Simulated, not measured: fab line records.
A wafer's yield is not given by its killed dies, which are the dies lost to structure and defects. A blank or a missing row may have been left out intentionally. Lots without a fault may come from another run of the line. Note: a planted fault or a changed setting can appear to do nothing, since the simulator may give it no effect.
fab line records	flow sky130
record: lots: 15	wafers: 45	lastDay: 50
route steps=708 shown LDD_HVN@274 POLY_CUT@313
lots that met no fault: taken from a fault-free run of the same line
startH: hours from the record's first day to the start of the lot's first wafer shown	waitH: hours elapsed since this lot's preceding step	" identical to the entry in the row above	L1.1+2: several wafers, shown together as one row	- either no value or no given start	* or withheld: withheld	< > ~ a bound
route shown NAME@n: NAME is a module with steps in the file, n the number in the route of the first one	usual: average and standard deviation across the fault-free wafers	same: alike in all rows	chamber/n: place in a boat	sites: the reading at each site	_std_site: their standard deviation	_edge_site: inner sites' mean taken away from outer sites' mean	radiusMm: for every site, how far away it sits from the centre of the wafer	mask NAME#n: copy n	behind: the tool/chamber that last shaped the wafer	hold: why the lot went on hold/how many hours it stayed there/how the hold came to an end	device: the n, p or np transistor that did not switch	end of line: the same wafers' tests at the end of the route	for a step that has no rows: nothing shown but its recipe	killed: dies that structure and defects cost at the first sort, which is not the same as the wafer's yield	map: dies across one wafer; x = killed, . = not, _ = none there
set.NAME: the setting the step ran with; set.NAME@STEP: the setting that earlier step ran with	model.NAME: the simulator's own value behind a step, which no gauge read
steps of the route over a sample of lots; a table a step, a row a wafer
== steps ==
step: SKY_LDD_HVN_OVL_MEAS_07
usual: LDD_HVN_OVL: -0.2/1.4
lot.wafer	tool	chamber	startH	waitH	LDD_HVN_OVL[nm]
L698.1	overlay-02	-	474.12	0.1	-1.7
L698.2	"	-	"	"	-0.9
L698.6	"	-	"	"	-0.8
L699.1	overlay-01	-	474.42	0.1	0.8
L699.3	"	-	"	"	2.0
L699.5	"	-	"	"	2.4
L701.1	overlay-01	-	481.81	0.1	-1.6
L701.3	"	-	"	"	-0.9
L701.5	"	-	"	"	-2.5
L703.1	overlay-02	-	508.72	0.1	2.1
L703.4	"	-	"	"	0.7
L703.6	"	-	"	"	0.8
L704.2	overlay-02	-	519.66	0.1	2.8
L704.4	"	-	"	"	1.3
L704.5	"	-	"	"	0.0
L705.4	overlay-01	-	526.94	0.1	-1.7
L705.5	"	-	"	"	-1.1
L705.6	"	-	"	"	0.6
L706.2	overlay-02	-	536.33	0.1	-2.2
L706.3	"	-	"	"	-2.1
L706.4	"	-	"	"	-3.0
L711.2	overlay-02	-	584.93	0.1	0.8
L711.4	"	-	"	"	0.7
L711.5	"	-	"	"	1.2
L713.4	overlay-01	-	601.89	0.1	-0.7
L713.5	"	-	"	"	-1.9
L713.6	"	-	"	"	-2.9
L714.2	overlay-02	-	609.81	0.1	1.5
L714.3	"	-	"	"	1.5
L714.6	"	-	"	"	1.3
L715.1	overlay-01	-	614.22	0.1	-0.2
L715.2	"	-	"	"	0.1
L715.6	"	-	"	"	1.6
L717.1	overlay-01	-	627.75	0.1	-1.7
L717.3	"	-	"	"	-1.9
L717.6	"	-	"	"	-1.2
L718.1	overlay-02	-	636.77	0.1	-0.7
L718.5	"	-	"	"	-1.1
L718.6	"	-	"	"	-1.0
L719.2	overlay-01	-	648.66	0.1	1.0
L719.4	"	-	"	"	-0.1
L719.6	"	-	"	"	0.4
L720.3	overlay-02	-	666.28	0.1	-0.4
L720.4	"	-	"	"	0.7
L720.5	"	-	"	"	0.3
step: SKY_LDD_HVN_TW_MEAS_10
usual: LDD_HVN_TW: 1433/7.9
lot.wafer	tool	chamber	startH	waitH	LDD_HVN_TW
L698.1	filmMetro-02	-	474.41	0.1	1440
L698.2	"	-	"	"	1443
L698.6	"	-	"	"	1442
L699.1	filmMetro-03	-	474.71	0.1	1422
L699.3	"	-	"	"	1423
L699.5	"	-	"	"	1420
L701.1	filmMetro-01	-	482.09	0.1	1431
L701.3	"	-	"	"	1434
L701.5	"	-	"	"	1435
L703.1	filmMetro-02	-	509.01	0.1	1433
L703.4	"	-	"	"	1429
L703.6	"	-	"	"	1431
L704.2	filmMetro-03	-	519.95	0.1	1432
L704.4	"	-	"	"	1443
L704.5	"	-	"	"	1436
L705.4	filmMetro-01	-	527.24	0.1	1426
L705.5	"	-	"	"	1434
L705.6	"	-	"	"	1429
L706.2	filmMetro-02	-	536.62	0.1	1447
L706.3	"	-	"	"	1434
L706.4	"	-	"	"	1443
L711.2	filmMetro-02	-	585.22	0.1	1430
L711.4	"	-	"	"	1426
L711.5	"	-	"	"	1423
L713.4	filmMetro-02	-	602.19	0.1	1429
L713.5	"	-	"	"	1440
L713.6	"	-	"	"	1432
L714.2	filmMetro-01	-	610.10	0.1	1431
L714.3	"	-	"	"	1437
L714.6	"	-	"	"	1425
L715.1	filmMetro-01	-	614.51	0.1	1428
L715.2	"	-	"	"	1430
L715.6	"	-	"	"	1426
L717.1	filmMetro-02	-	628.04	0.1	1449
L717.3	"	-	"	"	1452
L717.6	"	-	"	"	1444
L718.1	filmMetro-03	-	637.06	0.1	1435
L718.5	"	-	"	"	1429
L718.6	"	-	"	"	1431
L719.2	filmMetro-03	-	648.95	0.1	1435
L719.4	"	-	"	"	1433
L719.6	"	-	"	"	1440
L720.3	filmMetro-03	-	666.58	0.1	1434
L720.4	"	-	"	"	1433
L720.5	"	-	"	"	1431
step: SKY_POLY_CUT_PEB_06
recipe: pebTempC: withheld	pebTimeS: withheld	resist: KrF-thick
usual: chillPlateTempC: *	exhaustPa: 44.9/0.98
lot.wafer	tool	chamber	startH	waitH	chillPlateTempC	exhaustPa
L698.1	lithoTrack-04	0	567	-	*	44.2
L698.2	"	0	"	"	*	43.8
L698.6	"	0	"	"	*	44.7
L699.1	lithoTrack-02	0	568	-	*	42.4
L699.3	"	0	569	-	*	44.6
L699.5	"	0	"	"	*	44.1
L701.1	lithoTrack-02	0	575	-	*	43.1
L701.3	"	0	"	"	*	43.7
L701.5	"	0	"	"	*	45.3
L703.1	lithoTrack-03	0	599	-	*	45.4
L703.4	"	0	600	-	*	44.3
L703.6	"	0	"	"	*	44.1
L704.2	lithoTrack-03	-	623	-	-	-
L704.4	"	-	"	"	-	-
L704.5	"	-	"	"	-	-
L705.4	lithoTrack-03	-	624	-	-	-
L705.5	"	-	"	"	-	-
L705.6	"	-	"	"	-	-
L706.2	lithoTrack-02	-	627	-	-	-
L706.3	"	-	"	"	-	-
L706.4	"	-	"	"	-	-
L711.2	lithoTrack-02	0	673	-	*	45.3
L711.4	"	0	"	"	*	45.7
L711.5	"	0	"	"	*	44.7
L713.4	lithoTrack-03	0	689	-	*	45.1
L713.5	"	0	"	"	*	46.1
L713.6	"	0	"	"	*	45.4
L714.2	lithoTrack-04	0	698	-	*	45.2
L714.3	"	0	"	"	*	45.8
L714.6	"	0	"	"	*	48.1
L715.1	lithoTrack-02	0	702	-	*	45.5
L715.2	"	0	"	"	*	42.7
L715.6	"	0	703	-	*	44.4
L717.1	lithoTrack-03	0	714	-	*	43.5
L717.3	"	0	"	"	*	43.9
L717.6	"	0	"	"	*	42.4
L718.1	lithoTrack-02	0	724	-	*	44.3
L718.5	"	0	725	-	*	45.1
L718.6	"	0	"	"	*	44.1
L719.2	lithoTrack-04	0	734	-	*	44.2
L719.4	"	0	735	-	*	43.8
L719.6	"	0	"	"	*	44.7
L720.3	lithoTrack-04	0	751	-	*	45.6
L720.4	"	0	"	"	*	45.5
L720.5	"	0	"	"	*	44.6
step: SKY_POLY_CUT_OVL_MEAS_09
usual: POLY_CUT_OVL: -2/5.4
lot.wafer	tool	chamber	startH	waitH	POLY_CUT_OVL[nm]
L698.1	overlay-02	-	567.69	0.1	0
L698.2	"	-	"	"	-3
L698.6	"	-	"	"	3
L699.1	overlay-02	-	569.42	0.1	2
L699.3	"	-	"	"	4
L699.5	"	-	"	"	-2
L701.1	overlay-01	-	575.52	0.1	-6
L701.3	"	-	"	"	-10
L701.5	"	-	"	"	-3
L703.1	overlay-01	-	600.38	0.1	-1
L703.4	"	-	"	"	-5
L703.6	"	-	"	"	-1
L704.2	overlay-02	-	624.04	0.1	-
L704.4	"	-	"	"	-
L704.5	"	-	"	"	-
L705.4	overlay-01	-	624.40	0.1	-
L705.5	"	-	"	"	-
L705.6	"	-	"	"	-
L706.2	overlay-01	-	627.58	0.1	-
L706.3	"	-	"	"	-
L706.4	"	-	"	"	-
L711.2	overlay-01	-	674.13	0.1	-11
L711.4	"	-	"	"	-12
L711.5	"	-	"	"	-4
L713.4	overlay-02	-	690.20	0.1	-1
L713.5	"	-	"	"	1
L713.6	"	-	"	"	-2
L714.2	overlay-01	-	698.75	0.1	0
L714.3	"	-	"	"	-2
L714.6	"	-	"	"	-1
L715.1	overlay-01	-	703.32	0.1	-6
L715.2	"	-	"	"	-14
L715.6	"	-	"	"	-8
L717.1	overlay-02	-	715.03	0.1	5
L717.3	"	-	"	"	4
L717.6	"	-	"	"	5
L718.1	overlay-02	-	725.42	0.1	-6
L718.5	"	-	"	"	-1
L718.6	"	-	"	"	0
L719.2	overlay-02	-	735.40	0.1	-6
L719.4	"	-	"	"	-3
L719.6	"	-	"	"	-4
L720.3	overlay-01	-	752.01	0.1	2
L720.4	"	-	"	"	1
L720.5	"	-	"	"	2
== key ==
firstSign: step: SKY_POLY_CUT_PEB_06	reading: toolRecord	direction: missing
effect none on later readings
metAt SKY_POLY_CUT_PEB_06
struckLots L704,L705,L706
laterRowsLeftOut L704.2,L704.4,L704.5,L705.4,L705.5,L705.6,L706.2,L706.3,L706.4
sortLeftOut L704.2,L704.4,L704.5,L705.4,L705.5,L705.6,L706.2,L706.3,L706.4
testerLeftOut L704,L705,L706
notActingAt SKY_LDD_HVN_OVL_MEAS_07,SKY_LDD_HVN_TW_MEAS_10,SKY_POLY_CUT_OVL_MEAS_09
onsetBetween 599 623
fault: kind: skippedStepWhole	tool: lithoTrack-02,lithoTrack-03	chamber: -	onsetH: 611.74	steps: SKY_POLY_CUT_PEB_06	scope: struckLotsOnly
testerLeftOut: of these lots the tester's yield and bins aren't shown, on N5 and GAA mostly nor the transistor test; their killed dies are dies lost to structure and defects alone, not to doping, threshold or leakage, so they don't give the yield
sortLeftOut: the simulated sort isn't trusted on such a fault, so these wafers' sort isn't shown, and their yield isn't known
laterRowsLeftOut: the simulator's readings of these wafers behind a module that went badly wrong aren't trusted and aren't shown, but for the sort
